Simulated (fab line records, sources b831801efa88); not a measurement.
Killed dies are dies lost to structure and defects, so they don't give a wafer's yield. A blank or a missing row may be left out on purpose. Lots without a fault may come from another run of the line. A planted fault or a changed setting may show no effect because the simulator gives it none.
One fault seen from 2 desks | flow sky130 | each desk has only its own numbers; what lay behind them comes last

THE METROLOGY DESK
What the gauges read, lot by lot, whatever tool the lot ran on: means of the sampled wafers that have a number. A lot is out of limits, marked OUT, if its mean lies more than 4 standard deviations from the usual mean; the brackets give that distance.
Columns: A = VIA3_HDPCVD_THK at SKY_VIA3_THK_MEAS_01, usual 1642 nm; B = METAL5_ALCU_THK at SKY_METAL5_THK_MEAS_06, usual 1159 nm; C = PASSIVATION_CVD_02_THK at SKY_PASSIVATION_THK_MEAS_03, usual 536 nm
lot  | first seen here | A    | B    | C
L975 | day 38 13:08    | 1656 | 1165 | 530
L976 | day 39 00:59    | 1652 | 1158 | 529
L982 | day 41 01:31    | 1630 | 1148 | 799 (+36) OUT
L984 | day 41 10:47    | 1635 | 1155 | 666 (+18) OUT
L986 | day 42 02:50    | 1656 | 1157 | 537
L987 | day 43 02:09    | 1632 | 1169 | 534
L989 | day 43 09:26    | 1634 | 1145 | 525
L992 | day 43 22:39    | 1625 | 1177 | 539
L993 | day 44 00:08    | 1663 | 1153 | 535
L995 | day 44 11:16    | 1668 | 1161 | 537
L997 | day 45 08:06    | 1638 | 1168 | 536
This desk's finding: out of limits on L982, L984; first on L982, day 46 01:13 (PASSIVATION_CVD_02_THK at SKY_PASSIVATION_THK_MEAS_03). In limits: L975, L976, L986, L987, L989, L992, L993, L995, L997.

THE TOOL OWNER'S DESK: pecvd-04
The tool's own readings at SKY_PASSIVATION_CVD_02 (deposits Si3N4, target thk 540 nm): means of the sampled wafers that have a number, for each lot that ran on this tool. A lot is out of limits, marked OUT, if its mean lies more than 4 standard deviations from the usual mean; the brackets give that distance.
Columns: A = heater_power_w at SKY_PASSIVATION_CVD_02, usual 705 W
lot  | first seen here | A
L975 | day 43 20:03    | 845
L982 | day 46 00:58    | 720
L984 | day 46 08:26    | 749
This desk's finding: nothing out of limits on any of the 3 lots.

PUT TOGETHER
The metrology desk could have raised an alarm at day 46 01:13, on L982, L984.
The tool owner's desk saw nothing out of limits.
The tool owner's desk has L982, L984 on record, within its limits.
Of the lots named, all ran SKY_PASSIVATION_CVD_02 on pecvd-04.

WHAT THE SIMULATOR HAD PUT IN
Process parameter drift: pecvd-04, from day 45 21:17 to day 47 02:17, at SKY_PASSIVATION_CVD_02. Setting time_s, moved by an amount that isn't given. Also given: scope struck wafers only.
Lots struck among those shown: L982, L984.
Hours from the fault's start to each desk's first reading out of limits: the metrology desk, 4.
